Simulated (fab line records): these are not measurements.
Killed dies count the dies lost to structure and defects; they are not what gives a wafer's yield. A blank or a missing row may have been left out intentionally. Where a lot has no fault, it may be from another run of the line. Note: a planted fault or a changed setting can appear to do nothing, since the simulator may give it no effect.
Comparing a struck lot with a sound one :: flow sky130 :: 15 steps out of a route of 708
Sound: the wafers L922.2, L922.3, L922.6. Struck: wafers L908.3, L908.4. (L908.1 of the same lot was not struck and is left out.) The cause comes at the end.
At each step with rows: each side's tool, then ch and its chambers, then its first start. Under that, the readings that differ: sound wafers :: struck wafers :: difference of the means :: sigmas: that difference in standard deviations of wafers without a fault.
alike: same words and numbers on both sides, and readings whose means sit less than 2 such deviations apart. not compared: any withheld reading, any reading some wafer has no value for, any bound like >300 that may hide the same value, and any number with overlapping values for which the record gives no deviation.
A row with sigmas, a row that says differs or no value, or rows on one side alone: a step with any of these is where the two part. Non-overlapping numbers with no deviation appear without sigmas and do not part them. Lack of a reading on every wafer of one side parts them only where that side has two or more wafers.

SKY_METAL2_STRIP_20: strips in O2/N2.
  sound on plasmaAsher-01 ch 0,1, day 40 08:58; struck on plasmaAsher-01 ch 0,1, day 36 02:19
  alike: drypumpMotorCurrentA, n2FlowSccm, o2FlowSccm, oesProductAu, stripTimeToEndpointS
  not compared: rfHoursCounterH
then, 4 steps without rows for these wafers: SKY_METAL2_STRIP_21 (strips in post etch residue remover, time 1200 s); SKY_METAL2_CLEAN_22 (cleans in IPA, time 180 s); SKY_METAL2_CLEAN_23 (cleans in O3/DIW); SKY_VIA2_HDPCVD_00 (deposits SiO2, target thk 1180 nm, time 196.7 s).
SKY_VIA2_THK_MEAS_01:
  sound on filmMetro-04, day 40 09:46; struck on filmMetro-02, day 36 03:02
  alike: VIA2_HDPCVD_THK
SKY_VIA2_CMP_02: polishes SiO2.
  sound on cmp-02 ch 0,1,3, day 40 09:52; struck on cmp-02 ch 1,3, day 36 03:08
  alike: motorCurrentA, slurryFlowMlMin
SKY_VIA2_BOW_MEAS_03:
  sound on filmMetro-02, day 40 10:08; struck on filmMetro-01, day 36 03:23
  alike: VIA2_BOW
then, 4 steps without rows for these wafers: SKY_VIA2_DEHYDRATE_04 (time 60 s); SKY_VIA2_HMDS_05 (prime time 60 s); SKY_VIA2_COAT_06 (resist thk 60 nm); SKY_VIA2_COAT_07 (resist thk 450 nm).
SKY_VIA2_SOFTBAKE_08: time 90 s.
  sound on lithoTrack-04 ch 0, day 40 21:00; struck on lithoTrack-02 ch 0, day 36 15:00
reading: heaterPowerTotalW (W)
sound: 57.41 57.54 57.39
struck: 58.92 59.07
difference: +1.55
sigmas: +14

reading: plateTempC (C)
sound: 99.98 100.01 100.09
struck: - -
difference: no value on the struck wafers
sigmas: 

reading: runLengthS (s)
sound: 119.18 119.42 119.43
struck: 111.66 111.37
difference: -7.83
sigmas: -65
  alike: chillPlateTempC
then, 1 step without rows for these wafers: SKY_VIA2_EXPOSE_09 (exposes mask VIM2, target cd 200 nm).
-- the record jumps here: 10 days lie between the struck wafers' starts before and after (it left off in module VIA2 and takes up again in module PAD_OPEN, whose first step shown is number 708 of the route) --
SKY_PAD_OPEN_PROBE_99:
  sound on prober-02, day 49 15:46; struck on prober-01, day 46 09:42
  alike: defectLimitedYield, killed_at_M0_to_M3, killed_at_M4_up, killedAtContacts, killedAtFrontEnd, killedAtOther, killedDies, killedOnRim, killedOpen, killedShort, sort_bin_3_pad_short, sort_bin_5_function, sort_bin_6_memory, sortNPass, sortYieldPct

## WHERE THEY PART
Only at SKY_VIA2_SOFTBAKE_08, within this record. Later steps at which nothing parts them and some readings are alike: SKY_PAD_OPEN_PROBE_99.

WHY: what had been put in by the simulator
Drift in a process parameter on lithoTrack-02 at SKY_VIA2_SOFTBAKE_08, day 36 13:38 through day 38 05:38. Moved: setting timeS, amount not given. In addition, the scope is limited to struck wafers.
